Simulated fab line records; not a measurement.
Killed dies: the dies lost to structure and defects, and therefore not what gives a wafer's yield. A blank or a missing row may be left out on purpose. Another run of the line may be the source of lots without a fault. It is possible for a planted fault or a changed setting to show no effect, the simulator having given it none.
fab line records    flow sky130
[record] lots = 10  wafers = 30  lastDay = 50
route steps=708 shown LDD_HVN@277 LDD_HVP@287 SPACER@304 POLY_CUT@315 PAD_OPEN@708
lots with no fault: from the same line, run without faults
startH: the number of hours between the record's first day and the start of the first shown wafer of the lot    waitH: hours from the lot's prior step to this one    " identical to the entry in the row above    L1.1+2: a row that stands for several wafers    - no value, or no start given    * or withheld: withheld    < > ~ a bound
route shown NAME@n: NAME is a module with steps in the file, n the number in the route of the first one    usual: mean and standard deviation over wafers with no fault    same: alike in all rows    chamber/n: place in a boat    sites: per-site readings    _std_site: standard deviation of those values    _edge_site: inner sites' mean taken away from outer sites' mean    radiusMm: for every site, how far away it sits from the centre of the wafer    mask NAME#n: copy n    behind: the tool/chamber that last shaped the wafer    hold: reason for holding the lot/hours on hold/outcome of the hold    device: the transistor (n, p or np) that didn't switch    end of line: at the end of the route, the tests of the same wafers    a step given without rows: its recipe and nothing more    killed: at the first sort, the dies lost to defects and structure; wafer yield is something else    map: a wafer's dies, marking killed ones x, the rest . and places with no die _
set.NAME: the run value of the setting; set.NAME@STEP: its run value at that earlier step    model.NAME: the simulator's own value behind a step, which no gauge read
steps of the route over a sample of lots; a table a step, a row a wafer
services: from which hour (startH, from the record's first day; less than 0 if before it) a tool's chamber was out of use, for how many hours, and why
[[steps]]
[step SKY_LDD_HVN_TW_MEAS_10]
[usual] LDD_HVN_TW = 1435/11
lot.wafer  tool          chamber  startH  waitH  LDD_HVN_TW
L911.1     filmMetro-01  -        513.70  0.1    1430
L911.4     "             -        "       "      1428
L911.6     "             -        "       "      1435
L912.2     filmMetro-01  -        522.01  0.1    1434
L912.3     "             -        "       "      1430
L912.4     "             -        "       "      1424
L913.2     filmMetro-01  -        526.56  0.1    1420
L913.3     "             -        "       "      1433
L913.5     "             -        "       "      1429
L916.2     filmMetro-04  -        536.47  0.1    1440
L916.3     "             -        "       "      1440
L916.4     "             -        "       "      1433
L915.1     filmMetro-04  -        540.11  0.1    1426
L915.3     "             -        "       "      1439
L915.4     "             -        "       "      1432
L918.1     filmMetro-02  -        557.30  0.1    1444
L918.2     "             -        "       "      1443
L918.5     "             -        "       "      1442
L921.1     filmMetro-02  -        579.45  0.1    1448
L921.2     "             -        "       "      1449
L921.4     "             -        "       "      1439
L926.2     filmMetro-02  -        617.82  0.1    1458
L926.3     "             -        "       "      1457
L926.6     "             -        "       "      1467
L927.2     filmMetro-04  -        627.41  0.1    1432
L927.4     "             -        "       "      1436
L927.6     "             -        "       "      1431
L928.2     filmMetro-01  -        641.21  0.1    1416
L928.3     "             -        "       "      1418
L928.4     "             -        "       "      1418
[step SKY_LDD_HVP_STRIP_09]
[recipe] chemistry = O2/N2  powerW = 1400  pressureMtorr = 1500  platenTempC = withheld  o2FlowSccm = 3000  n2FlowSccm = 300  overashFraction = 0.5
[usual] chamberPressureMTorr = 1499.7/1.4  drypumpMotorCurrentA = 5.78/0.3  o2FlowSccm = 3000/9.2  oesProductAu = 0.408/0.0047  stripTimeToEndpointS = 4.138/0.017
lot.wafer  tool            chamber  startH  waitH  chamberPressureMTorr  drypumpMotorCurrentA  o2FlowSccm  oesProductAu  rfHoursCounterH  stripTimeToEndpointS
L911.1     plasmaAsher-01  0        543.62  0.1    1499.4                5.72                  2987        0.408         79               4.148
L911.4     "               0        "       "      1499.8                5.71                  2989        0.412         -                4.151
L911.6     "               1        "       "      1501.5                5.15                  3001        0.416         -                4.152
L912.2     plasmaAsher-02  0        551.60  0.1    1497.3                5.56                  3005        0.415         40               4.130
L912.3     "               0        "       "      1500.7                5.53                  3004        0.412         -                4.132
L912.4     "               1        "       "      1498.2                5.85                  2998        0.401         -                4.141
L913.2     plasmaAsher-02  1        556.25  0.1    1504.0                5.87                  3003        0.411         40               4.115
L913.3     "               0        "       "      1500.0                5.60                  2996        0.398         -                4.093
L913.5     "               0        "       "      1499.1                5.53                  2996        0.408         -                4.105
L916.2     plasmaAsher-01  1        566.75  0.1    1499.1                5.10                  3002        0.417         81               4.137
L916.3     "               0        "       "      1497.9                5.69                  3001        0.402         -                4.148
L916.4     "               1        "       "      1501.1                5.11                  2984        0.419         -                4.149
L915.1     plasmaAsher-04  1        570.10  0.1    1500.6                6.17                  2996        0.409         83               4.122
L915.3     "               0        "       "      1501.0                5.82                  2985        0.413         -                4.118
L915.4     "               1        "       "      1501.9                6.14                  3006        0.406         -                4.102
L918.1     plasmaAsher-04  1        587.00  0.1    1499.6                6.16                  2992        0.413         84               4.130
L918.2     "               0        "       "      1502.2                5.82                  2997        0.411         84               4.151
L918.5     "               0        "       "      1502.4                5.80                  3001        0.406         -                4.142
L921.1     plasmaAsher-04  0        608.82  0.1    1500.9                5.79                  3007        0.417         86               4.122
L921.2     "               1        "       "      1498.3                6.14                  3011        0.410         86               4.114
L921.4     "               0        "       "      1499.0                5.79                  2995        0.400         -                4.121
L926.2     plasmaAsher-04  0        646.60  0.1    1499.9                5.81                  3018        0.408         90               4.132
L926.3     "               1        "       "      1500.1                6.13                  2997        0.409         -                4.121
L926.6     "               1        "       "      1498.9                6.13                  3005        0.408         -                4.131
L927.2     plasmaAsher-04  0        655.50  0.1    1502.7                5.81                  2997        0.409         91               4.149
L927.4     "               1        "       "      1499.8                6.16                  3000        0.409         -                4.130
L927.6     "               1        "       "      1500.8                6.13                  2993        0.407         -                4.166
L928.2     plasmaAsher-02  0        670.00  0.1    1498.8                5.54                  2998        0.408         51               4.135
L928.3     "               0        "       "      1500.3                5.54                  3002        0.405         -                4.133
L928.4     "               1        "       "      1499.4                5.84                  2988        0.418         -                4.132
[step SKY_SPACER_CVD_00]
[recipe] material = Si3N4  precursor = DCS/NH3  targetThkNm = 43.1  tempC = 770  timeS = 740  pressureMtorr = 250
[usual] spikeTcBottomC = 790.5/3  spikeTcCentreC = 770.8/1.2  spikeTcLowerC = 771.0/1.3  spikeTcTopC = 785.1/1.3  spikeTcUpperC = 770.8/1.5  susceptorTempC = 769.9/0.37  zonePowerLowerPct = 13.3/1.1  zonePowerTopPct = 27.98/0.28
lot.wafer  tool      chamber  startH  waitH  spikeTcBottomC  spikeTcCentreC  spikeTcLowerC  spikeTcTopC  spikeTcUpperC  susceptorTempC  zonePowerLowerPct  zonePowerTopPct
L911.1     lpcvd-02  0        575.06  0.7    791.4           768.6           771.1          785.9        771.8          769.9           13.8               27.55
L911.4     "         0        "       "      793.6           768.8           771.4          785.4        772.9          770.0           14.2               28.23
L911.6     "         0        "       "      791.5           773.0           771.5          783.9        771.5          769.8           14.1               27.87
L912.2     lpcvd-02  0        582.72  0.8    792.5           771.0           770.2          784.5        769.4          769.9           14.2               28.04
L912.3     "         0        "       "      791.3           769.4           771.6          786.2        771.0          769.4           14.1               27.99
L912.4     "         0        "       "      793.9           771.7           771.1          784.6        770.4          770.1           13.8               27.56
L913.2     lpcvd-02  0        586.43  0.0    791.7           772.4           772.0          785.1        770.9          769.5           14.1               28.14
L913.3     "         0        "       "      792.5           769.7           769.2          784.7        773.2          769.8           14.1               28.45
L913.5     "         0        "       "      793.4           768.0           770.4          785.5        772.0          769.9           14.0               28.15
L916.2     lpcvd-02  0        597.84  1.2    794.1           770.4           771.9          786.0        771.0          769.8           14.2               27.96
L916.3     "         0        "       "      792.0           770.2           771.3          785.0        771.8          769.9           14.1               28.07
L916.4     "         0        "       "      793.1           770.2           772.7          784.7        771.0          770.2           14.0               27.73
L915.1     lpcvd-02  0        600.25  0.0    791.5           770.0           771.4          785.0        770.9          768.9           13.9               27.95
L915.3     "         0        "       "      792.3           769.2           770.0          785.6        770.7          769.1           14.0               27.66
L915.4     "         0        "       "      793.1           771.0           769.7          785.5        770.2          769.7           13.9               28.20
L918.1     lpcvd-02  0        616.61  0.0    791.1           770.4           771.8          785.8        771.7          769.9           14.2               28.02
L918.2     "         0        "       "      791.4           770.0           773.6          784.7        772.5          770.0           13.9               28.16
L918.5     "         0        "       "      792.8           771.6           773.1          785.7        770.9          770.3           13.8               28.07
L921.1     lpcvd-02  1        638.82  0.1    785.9           771.9           768.8          784.2        767.6          769.9           11.6               28.02
L921.2     "         1        "       "      786.9           772.8           769.6          784.5        768.0          770.1           11.5               28.14
L921.4     "         1        "       "      785.4           773.0           771.0          785.3        769.6          770.3           11.6               28.12
L926.2     lpcvd-02  1        680.16  4.6    785.9           772.3           768.9          783.5        770.9          769.8           11.7               28.26
L926.3     "         1        "       "      785.7           770.8           771.5          783.5        767.6          769.5           11.5               28.40
L926.6     "         1        "       "      786.2           771.4           769.4          787.4        767.1          769.6           11.8               27.59
L927.2     lpcvd-02  0        686.52  3.1    777.2           755.8           757.8          772.1        756.8          756.0           13.6               26.67
L927.4     "         0        "       "      778.5           757.6           756.6          769.9        757.4          756.2           13.5               27.43
L927.6     "         0        "       "      779.4           756.0           756.4          772.4        756.8          755.7           13.4               27.45
L928.2     lpcvd-02  0        701.12  2.0    777.8           755.7           756.6          771.3        759.8          756.1           13.6               27.73
L928.3     "         0        "       "      779.4           755.8           756.7          771.5        755.8          755.9           13.8               26.83
L928.4     "         0        "       "      780.9           756.2           758.8          769.4        757.9          756.4           13.3               26.85
[step SKY_SPACER_THK_MEAS_01]
[recipe] reads = Si3N4_of_SPACER_CVD_00
[usual] SPACER_CVD_00_THK = 43.2/0.38
lot.wafer  tool          chamber  startH  waitH  SPACER_CVD_00_THK[nm]
L911.1     filmMetro-02  -        576.27  0.0    42.2
L911.4     "             -        "       "      42.7
L911.6     "             -        "       "      42.7
L912.2     filmMetro-03  -        583.94  0.0    43.1
L912.3     "             -        "       "      42.8
L912.4     "             -        "       "      43.1
L913.2     filmMetro-03  -        588.25  0.0    42.9
L913.3     "             -        "       "      43.4
L913.5     "             -        "       "      43.4
L916.2     filmMetro-02  -        599.05  0.0    44.0
L916.3     "             -        "       "      43.7
L916.4     "             -        "       "      43.8
L915.1     filmMetro-03  -        601.45  0.0    42.8
L915.3     "             -        "       "      43.1
L915.4     "             -        "       "      42.4
L918.1     filmMetro-01  -        617.82  0.0    43.5
L918.2     "             -        "       "      43.4
L918.5     "             -        "       "      43.5
L921.1     filmMetro-03  -        640.03  0.0    43.1
L921.2     "             -        "       "      42.9
L921.4     "             -        "       "      43.3
L926.2     filmMetro-02  -        681.43  0.1    43.2
L926.3     "             -        "       "      43.1
L926.6     "             -        "       "      43.1
L927.2     filmMetro-01  -        688.34  0.0    32.8
L927.4     "             -        "       "      33.1
L927.6     "             -        "       "      32.6
L928.2     filmMetro-03  -        702.33  0.0    32.6
L928.3     "             -        "       "      33.0
L928.4     "             -        "       "      32.6
[step SKY_SPACER_ETCHBACK_02]
[recipe] chemistry = CH3F/O2  target = Si3N4  stopOn = SiO2  sourceW = 400  biasW = 80  pressureMtorr = 25  ch3fFlowSccm = 40  O2_flow_sccm = 30  timeS = 46.7  targetDepthA = 450
[usual] O2_flow_sccm = 29.99/0.089  chamberPressureMTorr = 25.000/0.024  drypumpMotorCurrentA = 6.0/0.33  oesProductAu = 0.855/0.0059  rfFwdPowerW = 396.0/1.7  throttleValvePct = 10.562/0.01
lot.wafer  tool        chamber  startH  waitH  O2_flow_sccm  chamberPressureMTorr  drypumpMotorCurrentA  oesProductAu  rfFwdPowerW  rfHoursCounterH  throttleValvePct
L911.1     rieDiel-03  0        576.33  0.1    30.17         24.985                6.1                   0.851         395.1        40               10.557
L911.4     "           1        "       "      29.93         25.030                6.7                   0.847         397.3        4                10.566
L911.6     "           0        "       "      30.04         24.997                6.1                   0.854         394.9        -                10.556
L912.2     rieDiel-03  1        583.99  0.0    29.89         25.010                6.7                   0.850         396.9        4                10.569
L912.3     "           3        "       "      29.88         25.035                5.7                   0.852         396.0        1                10.564
L912.4     "           2        "       "      29.93         24.961                6.2                   0.853         394.2        4                10.552
L913.2     rieDiel-04  0        588.30  0.0    29.98         25.023                6.1                   0.861         397.2        2                10.583
L913.3     "           3        "       "      30.03         25.028                5.4                   0.861         396.8        5                10.547
L913.5     "           0        "       "      30.07         25.044                6.1                   0.864         395.4        -                10.559
L916.2     rieDiel-04  0        599.10  0.0    29.99         24.937                6.1                   0.864         397.2        2                10.582
L916.3     "           1        "       "      29.98         24.972                6.2                   0.856         397.8        47               10.557
L916.4     "           3        "       "      29.96         25.001                5.5                   0.864         397.6        5                10.549
L915.1     rieDiel-03  1        601.51  0.1    29.85         25.012                6.7                   0.845         394.8        4                10.550
L915.3     "           3        "       "      30.12         24.985                5.8                   0.848         396.6        1                10.547
L915.4     "           2        "       "      29.99         24.985                6.2                   0.850         394.2        4                10.561
L918.1     rieDiel-04  2        617.88  0.1    30.07         24.991                6.1                   0.855         395.1        7                10.572
L918.2     "           0        "       "      30.10         25.000                6.1                   0.854         395.8        3                10.571
L918.5     "           2        "       "      29.98         25.049                6.2                   0.857         393.9        -                10.549
L921.1     rieDiel-04  0        640.09  0.1    29.84         25.009                6.1                   0.848         393.6        3                10.579
L921.2     "           2        "       "      29.96         25.031                6.1                   0.857         393.0        8                10.568
L921.4     "           3        "       "      30.03         25.010                5.5                   0.864         397.2        6                10.574
L926.2     rieDiel-02  1        681.48  0.0    30.12         24.949                5.7                   0.857         392.2        1                10.571
L926.3     "           0        "       "      30.04         24.973                6.2                   0.865         395.1        10               10.573
L926.6     "           3        "       "      29.90         25.031                5.5                   0.862         396.9        -                10.570
L927.2     rieDiel-03  1        688.39  0.0    30.00         24.977                6.7                   0.745         396.9        6                10.545
L927.4     "           3        "       "      30.11         25.003                5.8                   0.740         395.8        3                10.513
L927.6     "           1        "       "      30.01         25.007                6.7                   0.733         396.4        -                10.557
L928.2     rieDiel-04  2        702.38  0.0    30.10         25.011                6.2                   0.743         391.4        9                10.534
L928.3     "           0        "       "      30.03         24.976                6.1                   0.743         395.6        4                10.540
L928.4     "           3        "       "      29.98         25.070                5.4                   0.738         398.5        7                10.542
[step SKY_POLY_CUT_CD_MEAS_08]
[recipe] targetCdNm = 270
[usual] cdNm = 270.2/1.5
lot.wafer  tool      chamber  startH  waitH  cdNm
L911.1     cdSem-02  -        605.42  -      272.5
L911.4     "         -        "       "      272.5
L911.6     "         -        "       "      271.3
L912.2     cdSem-02  -        612.65  -      270.0
L912.3     "         -        "       "      269.1
L912.4     "         -        "       "      271.1
L913.2     cdSem-02  -        617.25  -      269.6
L913.3     "         -        "       "      269.7
L913.5     "         -        "       "      269.6
L916.2     cdSem-01  -        627.65  -      269.3
L916.3     "         -        "       "      269.2
L916.4     "         -        "       "      268.8
L915.1     cdSem-02  -        631.02  -      270.5
L915.3     "         -        "       "      269.7
L915.4     "         -        "       "      268.7
L918.1     cdSem-01  -        646.62  -      268.7
L918.2     "         -        "       "      269.6
L918.5     "         -        "       "      269.1
L921.1     cdSem-02  -        668.43  -      271.4
L921.2     "         -        "       "      270.2
L921.4     "         -        "       "      271.2
L926.2     cdSem-02  -        709.65  -      273.1
L926.3     "         -        "       "      272.8
L926.6     "         -        "       "      271.6
L927.2     cdSem-02  -        716.84  -      269.9
L927.4     "         -        "       "      269.8
L927.6     "         -        "       "      268.9
L928.2     cdSem-02  -        730.00  -      267.9
L928.3     "         -        "       "      269.3
L928.4     "         -        "       "      269.1
[step SKY_PAD_OPEN_PROBE_99]
[usual] killed_at_M0_to_M3 = 44/7.3  killed_at_M4_up = 3.4/1.7  killedAtContacts = 24/5.3  killedAtFrontEnd = 15/4.1  killedAtOther = 0.4/0.68  killedDies = 87/9.5  killedOpen = 48/7.1  killedShort = 39/5.8
[same] grossDies = 492  killedAtBackSide = 0
lot.wafer  tool       chamber  startH   waitH  killed_at_M0_to_M3  killed_at_M4_up  killedAtContacts  killedAtFrontEnd  killedAtOther  killedDies  killedOpen  killedShort
L913.2     prober-01  -        1114.25  0.1    47                  2                21                20                0              90          48          41
L913.3     prober-01  -        1114.30  0.2    44                  3                20                14                0              81          44          37
L913.5     prober-01  -        1114.40  0.2    37                  1                16                17                0              71          37          32
L916.2     prober-02  -        1122.45  0.1    36                  4                24                21                0              85          45          40
L916.3     prober-02  -        1122.50  0.2    47                  1                29                10                0              87          52          35
L916.4     prober-02  -        1122.55  0.2    39                  6                22                11                1              79          40          39
L918.1     prober-02  -        1135.04  0.1    25                  5                23                9                 0              62          30          32
L918.2     prober-02  -        1135.09  0.1    48                  2                16                13                0              79          47          32
L918.5     prober-02  -        1135.24  0.2    44                  8                29                14                0              95          38          57
L921.1     prober-01  -        1147.59  0.1    41                  2                32                13                0              88          48          40
L921.2     prober-01  -        1147.64  0.1    35                  6                30                12                0              83          37          46
L921.4     prober-01  -        1147.74  0.2    48                  3                22                19                0              92          44          47
L926.2     prober-01  -        1176.69  0.1    47                  4                26                20                0              97          49          47
L926.3     prober-01  -        1176.74  0.2    53                  7                22                11                0              93          52          41
L926.6     prober-01  -        1176.89  0.2    40                  2                31                13                0              86          43          43
L927.2     prober-01  -        1182.70  0.1    49                  5                21                15                0              90          50          39
L927.4     prober-01  -        1182.80  0.2    42                  6                25                13                0              86          43          43
L927.6     prober-01  -        1182.90  0.2    41                  1                27                13                1              83          50          32
L928.2     prober-02  -        1190.44  0.1    34                  5                16                17                0              72          35          37
L928.3     prober-02  -        1190.49  0.2    48                  2                25                11                1              87          53          32
L928.4     prober-02  -        1190.54  0.2    38                  3                33                9                 0              83          45          36
// killed by level:class
L913.2 VIA1:geometricParticle:open=13 VIA2:geometricParticle:open=7 LI_CONTACT:geometricParticle:open=6 VIA3:geometricParticle:open=6 FIELD_ISO:geometricParticle:short=4 VIA1:geometricParticle:short=4 POLY_GATE:geometricParticle:open=4 CONTACT:geometricParticle:short=4
L913.3 VIA1:geometricParticle:open=12 CONTACT:geometricParticle:open=9 VIA1:geometricParticle:short=6 VIA2:geometricParticle:short=6 VIA3:geometricParticle:open=5 POLY_GATE:geometricParticle:open=4 CONTACT:geometricParticle:short=4 METAL1:geometricParticle:short=4
L913.5 VIA3:geometricParticle:open=8 METAL3:geometricParticle:short=7 VIA1:geometricParticle:open=6 VIA2:geometricParticle:open=5 FIELD_ISO:geometricParticle:open=4 FIELD_ISO:geometricParticle:short=4 POLY_GATE:geometricParticle:short=4 LI_CONTACT:geometricParticle:open=4
L916.2 FIELD_ISO:geometricParticle:short=8 CONTACT:geometricParticle:open=8 METAL2:geometricParticle:short=6 VIA3:geometricParticle:open=6 VIA1:geometricParticle:open=6 POLY_GATE:geometricParticle:open=5 LOCAL_INTERCONNECT:geometricParticle:short=5 POLY_GATE:geometricParticle:short=4
L916.3 VIA3:geometricParticle:open=11 LI_CONTACT:geometricParticle:open=10 CONTACT:geometricParticle:open=9 VIA1:geometricParticle:open=7 METAL2:geometricParticle:short=5 CONTACT:geometricParticle:short=5 VIA2:geometricParticle:open=5 FIELD_ISO:geometricParticle:open=4
L916.4 CONTACT:geometricParticle:open=9 VIA1:geometricParticle:open=8 VIA2:geometricParticle:open=7 VIA3:geometricParticle:open=7 METAL4:geometricParticle:short=6 CONTACT:geometricParticle:short=6 LOCAL_INTERCONNECT:geometricParticle:short=4 METAL1:geometricParticle:short=4
L918.1 LI_CONTACT:geometricParticle:open=8 LOCAL_INTERCONNECT:geometricParticle:short=6 VIA1:geometricParticle:short=5 VIA1:geometricParticle:open=4 CONTACT:geometricParticle:short=4 CONTACT:geometricParticle:open=4 FIELD_ISO:geometricParticle:open=3 METAL2:geometricParticle:short=3
L918.2 VIA2:geometricParticle:open=13 CONTACT:geometricParticle:open=7 VIA1:geometricParticle:open=7 METAL1:geometricParticle:short=6 VIA3:geometricParticle:open=5 POLY_GATE:geometricParticle:short=4 VIA3:geometricParticle:short=4 METAL2:geometricParticle:short=4
L918.5 METAL2:geometricParticle:short=8 VIA3:geometricParticle:open=8 CONTACT:geometricParticle:open=7 CONTACT:geometricParticle:short=7 FIELD_ISO:geometricParticle:short=6 LOCAL_INTERCONNECT:geometricParticle:short=6 VIA1:geometricParticle:short=6 METAL4:geometricParticle:short=6
L921.1 LI_CONTACT:geometricParticle:open=11 VIA3:geometricParticle:open=8 LI_CONTACT:geometricParticle:short=7 CONTACT:geometricParticle:open=7 METAL1:geometricParticle:short=7 VIA1:geometricParticle:open=5 VIA3:geometricParticle:short=5 FIELD_ISO:geometricParticle:short=4
L921.2 LI_CONTACT:geometricParticle:open=9 METAL1:geometricParticle:short=7 LI_CONTACT:geometricParticle:short=6 CONTACT:geometricParticle:open=6 VIA1:geometricParticle:open=6 METAL4:geometricParticle:short=6 VIA1:geometricParticle:short=5 FIELD_ISO:geometricParticle:short=4
L921.4 VIA2:geometricParticle:open=13 METAL1:geometricParticle:short=9 VIA1:geometricParticle:open=9 FIELD_ISO:geometricParticle:short=7 CONTACT:geometricParticle:short=7 CONTACT:geometricParticle:open=6 LI_CONTACT:geometricParticle:open=5 VIA3:geometricParticle:open=5
L926.2 VIA1:geometricParticle:open=11 CONTACT:geometricParticle:open=9 VIA2:geometricParticle:open=7 VIA1:geometricParticle:short=7 POLY_GATE:geometricParticle:open=6 METAL1:geometricParticle:short=6 LI_CONTACT:geometricParticle:short=5 METAL2:geometricParticle:short=5
L926.3 VIA1:geometricParticle:open=10 VIA3:geometricParticle:open=9 VIA2:geometricParticle:open=9 CONTACT:geometricParticle:open=8 METAL1:geometricParticle:short=8 VIA2:geometricParticle:short=5 CONTACT:geometricParticle:short=4 METAL3:geometricParticle:short=4
L926.6 CONTACT:geometricParticle:open=12 VIA2:geometricParticle:open=10 VIA1:geometricParticle:open=8 CONTACT:geometricParticle:short=7 LOCAL_INTERCONNECT:geometricParticle:short=5 METAL2:geometricParticle:short=5 FIELD_ISO:geometricParticle:short=4 VIA1:geometricParticle:short=4
L927.2 VIA1:geometricParticle:open=12 VIA3:geometricParticle:open=8 CONTACT:geometricParticle:open=7 METAL1:geometricParticle:short=7 LOCAL_INTERCONNECT:geometricParticle:short=6 FIELD_ISO:geometricParticle:open=5 VIA2:geometricParticle:open=5 LI_CONTACT:geometricParticle:open=5
L927.4 VIA1:geometricParticle:open=13 VIA1:geometricParticle:short=9 CONTACT:geometricParticle:open=7 FIELD_ISO:geometricParticle:open=6 LI_CONTACT:geometricParticle:open=6 METAL2:geometricParticle:short=5 CONTACT:geometricParticle:short=5 METAL4:geometricParticle:short=5
L927.6 VIA1:geometricParticle:open=14 CONTACT:geometricParticle:open=10 METAL2:geometricParticle:short=7 LI_CONTACT:geometricParticle:open=7 CONTACT:geometricParticle:short=5 VIA3:geometricParticle:open=5 FIELD_ISO:geometricParticle:open=4 LI_CONTACT:geometricParticle:short=4
L928.2 VIA1:geometricParticle:open=7 FIELD_ISO:geometricParticle:open=5 POLY_GATE:geometricParticle:short=5 METAL1:geometricParticle:short=5 VIA3:geometricParticle:open=5 LOCAL_INTERCONNECT:geometricParticle:short=4 CONTACT:geometricParticle:open=4 VIA3:geometricParticle:short=4
L928.3 CONTACT:geometricParticle:open=11 LI_CONTACT:geometricParticle:open=8 VIA1:geometricParticle:open=7 VIA1:geometricParticle:short=7 VIA3:geometricParticle:short=6 VIA2:geometricParticle:open=6 VIA3:geometricParticle:open=6 FIELD_ISO:geometricParticle:open=5
L928.4 CONTACT:geometricParticle:open=15 VIA1:geometricParticle:open=9 METAL1:geometricParticle:short=7 LI_CONTACT:geometricParticle:open=6 CONTACT:geometricParticle:short=6 VIA1:geometricParticle:short=6 VIA3:geometricParticle:open=5 FIELD_ISO:geometricParticle:open=4
[[services]]
tool            chamber  startH  hours  kind
plasmaAsher-04  -        523.82  28.1   pm
rieDiel-02      1        526.36  3.1    repair
rieDiel-04      0        545.92  5.6    repair
rieDiel-02      3        552.59  5.0    repair
lpcvd-02        -        556.58  6.0    pm
plasmaAsher-04  -        597.59  2.8    pm
rieDiel-02      1        605.89  -      clean
rieDiel-02      1        605.89  18.3   scheduledDown
rieDiel-02      1        605.89  18.3   ventCycle
plasmaAsher-01  -        629.95  2.7    repair
rieDiel-04      1        636.18  1.8    repair
rieDiel-02      -        641.79  0.7    repair
rieDiel-04      0        644.89  6.6    repair
rieDiel-02      -        646.08  2.8    pm
rieDiel-02      1        649.74  1.9    repair
lpcvd-02        -        651.01  28.1   pm
[[key]]
[firstSign] step = SKY_SPACER_CVD_00  reading = susceptorTempC  direction = down  sigmas = 37  usual = *  struck = *
[effect] step = SKY_SPACER_CVD_00  reading = spikeTcCentreC  direction = down  sigmas = 12  usual = 770.8  struck = 756.2
[effect] step = SKY_SPACER_THK_MEAS_01  reading = SPACER_CVD_00_THK  direction = down  sigmas = 27  usual = 43.2  struck = 32.8
[effect] step = SKY_SPACER_ETCHBACK_02  reading = oesProductAu  direction = down  sigmas = 19  usual = 0.855  struck = 0.740
metAt SKY_SPACER_CVD_00
struckLots L927,L928
testerLeftOut L927,L928
notActingAt SKY_LDD_HVN_TW_MEAS_10,SKY_LDD_HVP_STRIP_09,SKY_POLY_CUT_CD_MEAS_08
onsetBetween 680.16 686.52
[fault] kind = processParameterDrift  tool = lpcvd-02  chamber = -  onsetH = 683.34  steps = SKY_SPACER_CVD_00  channel = tempC  offset = *  shape = step  endH = 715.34  actsIn = *  stated = *
// testerLeftOut: of these lots the tester's yield and bins aren't shown, on N5 and GAA mostly nor the transistor test; their killed dies are dies lost to structure and defects alone, not to doping, threshold or leakage, so they don't give the yield
